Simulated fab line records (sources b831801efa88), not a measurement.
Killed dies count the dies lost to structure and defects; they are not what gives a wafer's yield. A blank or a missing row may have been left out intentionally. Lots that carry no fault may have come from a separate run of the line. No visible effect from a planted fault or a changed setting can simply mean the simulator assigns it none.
Matching of chambers || flow gf180mcu || GF_MIM_CVD_05 on pecvd-04: 3 sister chambers
The step deposits Si3N4, target thk 42 nm, time 29.086 s. 3 wafers are shown with their chamber, then 12 later ones without.

## EACH WAFER AND ITS CHAMBER
{"wafer": "L090.1", "chamber": 0, "heater-power-w (W)": 691}
{"wafer": "L090.2", "chamber": 2, "heater-power-w (W)": 684}
{"wafer": "L090.3", "chamber": 1, "heater-power-w (W)": 464}

## WAFERS WITH NO CHAMBER GIVEN
{"wafer": "L090.4", "heater-power-w (W)": 463}
{"wafer": "L090.5", "heater-power-w (W)": 684}
{"wafer": "L090.6", "heater-power-w (W)": 684}
{"wafer": "L093.3", "heater-power-w (W)": 499}
{"wafer": "L093.5", "heater-power-w (W)": 576}
{"wafer": "L093.6", "heater-power-w (W)": 703}
{"wafer": "L094.4", "heater-power-w (W)": 681}
{"wafer": "L094.5", "heater-power-w (W)": 611}
{"wafer": "L094.6", "heater-power-w (W)": 416}
{"wafer": "L096.1", "heater-power-w (W)": 560}
{"wafer": "L096.3", "heater-power-w (W)": 643}
{"wafer": "L096.6", "heater-power-w (W)": 509}

## THE CHAMBER EACH PASSED THROUGH
{"wafer": "L090.4", "from the rows above": 1, "in truth": 1}
{"wafer": "L090.5", "from the rows above": "can't be placed: 2 or 0", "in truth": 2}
{"wafer": "L090.6", "from the rows above": "can't be placed: 2 or 0", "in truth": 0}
{"wafer": "L093.3", "from the rows above": 1, "in truth": 1}
{"wafer": "L093.5", "from the rows above": "can't be placed: 2 or 1 or 0", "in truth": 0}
{"wafer": "L093.6", "from the rows above": "can't be placed: 0 or 2", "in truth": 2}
{"wafer": "L094.4", "from the rows above": "can't be placed: 2 or 0", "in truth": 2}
{"wafer": "L094.5", "from the rows above": "can't be placed: 2 or 0 or 1", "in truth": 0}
{"wafer": "L094.6", "from the rows above": 1, "in truth": 1}
{"wafer": "L096.1", "from the rows above": "can't be placed: 1 or 2 or 0", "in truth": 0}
{"wafer": "L096.3", "from the rows above": "can't be placed: 2 or 0", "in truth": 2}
{"wafer": "L096.6", "from the rows above": 1, "in truth": 1}
Correctly placed: 4 of 12. Unplaceable from these rows: 8, with the true chamber sitting among the candidates in 8. 0 placed wrongly.
How it was worked out, from the rows above alone: a wafer's distance from a chamber is the root of the sum, over the readings, of the square of ((its reading less the chamber's mean) divided by the reading's scatter). The wafer belongs to the nearest chamber; if the next one is less than 2 further off, it can't be placed. Each chamber's mean is taken over the wafers shown for it. The scatter: root of mean squared gap, hidden wafer to nearest shown wafer, with one shown wafer a chamber.
